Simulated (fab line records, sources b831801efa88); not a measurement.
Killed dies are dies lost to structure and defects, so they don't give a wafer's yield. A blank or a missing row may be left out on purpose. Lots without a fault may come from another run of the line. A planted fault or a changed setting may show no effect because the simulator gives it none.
A struck lot beside a sound one | flow sfq_line | 18 steps out of a route of 325
Sound: wafers L926.3, L926.5, L926.6. Struck: wafers L930.2, L930.3, L930.6. The cause comes at the end.
At each step with rows: each side's tool, then ch and its chambers, then its first start. Under that, the readings that differ: sound wafers | struck wafers | difference of the means | sigmas: that difference in standard deviations of wafers without a fault.
alike: readings whose means differ by less than 2 such deviations, and words and numbers that are the same on both sides. not compared: withheld readings, readings that some wafer has no value for, bounds like >300 that may hide the same value, and numbers for which the record gives no deviation and whose values overlap.
The two part at a step that has a row with sigmas, a row that says differs or no value, or rows on one side only. Numbers that don't overlap but have no deviation are shown without sigmas and don't part them. A reading that every wafer of one side lacks parts them only if that side has two wafers or more.

SFQ_TRILAYER_M4_BARC_OPEN_METAL_ETCH_123: etches BARC in O2, target depth 125 nm, time 41.7 s.
  sound on rie_metal-02 ch 0,1, day 45 05:46; struck on rie_metal-04 ch 0,1, day 46 23:31
  alike: drypump_motor_current_A, oes_product_au
  not compared: rf_hours_counter_h
SFQ_TRILAYER_M4_ETCH_METAL_ETCH_096: etches Nb in Cl2/Ar, stops on SiO2, target depth 240 nm, time 120 s.
  sound on rie_metal-02 ch 0,1, day 45 05:51; struck on rie_metal-04 ch 0,1, day 46 23:35
  alike: drypump_motor_current_A, oes_product_au
  not compared: rf_hours_counter_h
SFQ_TRILAYER_M4_STRIP_STRIP_097: strips in O2.
  sound on rie_metal-02 ch 0,1, day 45 06:08; struck on rie_metal-04 ch 0,1, day 46 23:42
  alike: drypump_motor_current_A, oes_product_au
  not compared: rf_hours_counter_h
then, 2 steps without rows for these wafers: SFQ_TRILAYER_M4_STRIP_SOLV_CLEAN_098 (cleans in NMP, time 600 s); SFQ_TRILAYER_I4_DEP_PECVD_099 (deposits SiO2 from SiH4/N2O, time 111.11 s, target thk 500 nm).
SFQ_TRILAYER_I4_CMP_CMP_100: polishes SiO2.
  sound on cmp-01 ch 0,1,2, day 45 07:47; struck on cmp-01 ch 0,1,2, day 47 16:50
  alike: motor_current_A, platen_rpm, retaining_ring_pressure_frac, time_to_endpoint_s
SFQ_I4_BOW_MEAS_927:
  sound on film_metro-02, day 45 09:49; struck on film_metro-02, day 47 19:22
  alike: I4_BOW
SFQ_TRILAYER_I4_METRO_MEASURE_101:
  sound on film_metro-02, day 45 10:18; struck on film_metro-02, day 47 19:40
  alike: thk_nm
then, 4 steps without rows for these wafers: SFQ_TRILAYER_I4_VIA_LITHO_COAT_108 (resist thk 62 nm); SFQ_TRILAYER_I4_VIA_LITHO_COAT_103 (resist thk 650 nm); SFQ_TRILAYER_I4_VIA_LITHO_SOFTBAKE_107; SFQ_TRILAYER_I4_VIA_LITHO_EXPOSE_104 (exposes mask I4, target cd 700 nm).
-- the record jumps here: 5 days lie between the struck wafers' starts before and after --
SFQ_TRILAYER_I4_VIA_LITHO_PEB_106: peb time 60 s.
  sound on litho_track-03 ch 0, day 51 06:29; struck on litho_track-04 ch 0, day 53 07:23
  reading                  | sound                | struck            | difference                    | sigmas
  heater_power_total_W (W) | 79.20 79.20 79.21    | 85.21 85.14 85.31 | +6.02                         | +87
  plate_temp_C (C)         | 114.99 114.82 114.88 | - - -             | no value on the struck wafers |
then, 1 step without rows for these wafers: SFQ_TRILAYER_I4_VIA_LITHO_DEVELOP_105 (time 60 s).
SFQ_I4_OVL_MEAS_928:
  sound on overlay-01, day 51 06:45; struck on overlay-01, day 53 07:40
  alike: I4_OVL
SFQ_TRILAYER_I4_VIA_BARC_OPEN_VIA_ETCH_146: etches BARC in O2, target depth 125 nm, time 41.7 s.
  sound on rie_diel-02 ch 1,2,3, day 51 06:46; struck on rie_diel-02 ch 0,1,3, day 53 07:42
  reading             | sound             | struck            | difference | sigmas
  model.I4.cd_nm (nm) | 698.8 697.5 700.1 | 667.3 667.8 667.4 | -31.3      |
  alike: drypump_motor_current_A, oes_product_au
  not compared: rf_hours_counter_h
SFQ_TRILAYER_I4_VIA_ETCH_VIA_ETCH_106: etches SiO2 in CHF3, stops on Nb, target depth 260 nm.
  sound on rie_diel-02 ch 1,2,3, day 51 06:49; struck on rie_diel-02 ch 0,1,3, day 53 07:44
  reading             | sound             | struck            | difference | sigmas
  model.I4.cd_nm (nm) | 697.1 696.7 702.4 | 669.2 665.2 664.5 | -32.4      |
  alike: drypump_motor_current_A, oes_product_au
then, 1 step without rows for these wafers: SFQ_TRILAYER_I4_VIA_STRIP_STRIP_107 (strips in O2).

WHERE THEY PART
Only at SFQ_TRILAYER_I4_VIA_LITHO_PEB_106, within this record. Later steps at which nothing parts them and some readings are alike: SFQ_I4_OVL_MEAS_928, SFQ_TRILAYER_I4_VIA_BARC_OPEN_VIA_ETCH_146, SFQ_TRILAYER_I4_VIA_ETCH_VIA_ETCH_106.

WHY: what the simulator had put in
Process parameter drift: litho_track-04, from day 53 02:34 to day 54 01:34, at SFQ_TRILAYER_I4_VIA_LITHO_PEB_106. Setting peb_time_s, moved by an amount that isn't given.
